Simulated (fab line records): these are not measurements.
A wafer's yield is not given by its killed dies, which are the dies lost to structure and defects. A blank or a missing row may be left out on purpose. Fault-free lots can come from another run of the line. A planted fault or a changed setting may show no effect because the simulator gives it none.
Which tool did it? + flow gf180mcu + at 1 step of a route of 602, 6 lots with 18 wafers sampled

== WHAT THE GAUGES SHOWED, per wafer ==
GF_NWELL_OVL_MEAS_07.
| lot  | measured    | on         | NWELL_OVL (nm) |
|------|-------------|------------|----------------|
| L430 | day 3 23:28 | overlay-01 | -2.1 0.7 -2.8  |
| L433 | day 4 17:38 | overlay-01 | -2.7 -1.0 -1.8 |
| L439 | day 6 01:23 | overlay-01 | -1.6 0.1 -1.7  |
| L446 | day 7 16:44 | overlay-01 | -1.0 -2.0 -0.7 |
| L448 | day 8 02:58 | overlay-02 | -1.6 0.4 -3.2  |
| L450 | day 8 15:39 | overlay-01 | -2.3 -1.3 -2.0 |

== EACH LOT AND THE TOOL THAT RAN IT (in order: tool; ch and the chambers of the sampled wafers; start) ==
Before these readings, the record contains no process step.

== THE ANSWER, worked out from the rows above alone ==
Rule: the lots themselves supply what counts as usual. The widest of any qualifying gaps counts: lots, ordered by their means at a reading, are off when they make up no more than a third of the lots, leave a main group of 4 or more, and stand apart from it by 3 or more times the standard deviation of that group's means. A main group whose means are all the same, to the digits that the tables above print for the reading, isn't used. Also off: a lot with no number at a reading for which 4 or more lots have one. All remaining lots with rows at the step are treated as sound.
None of the lots is off at any reading shown; this tells nothing.

== WHAT THE SIMULATOR PUT IN ==
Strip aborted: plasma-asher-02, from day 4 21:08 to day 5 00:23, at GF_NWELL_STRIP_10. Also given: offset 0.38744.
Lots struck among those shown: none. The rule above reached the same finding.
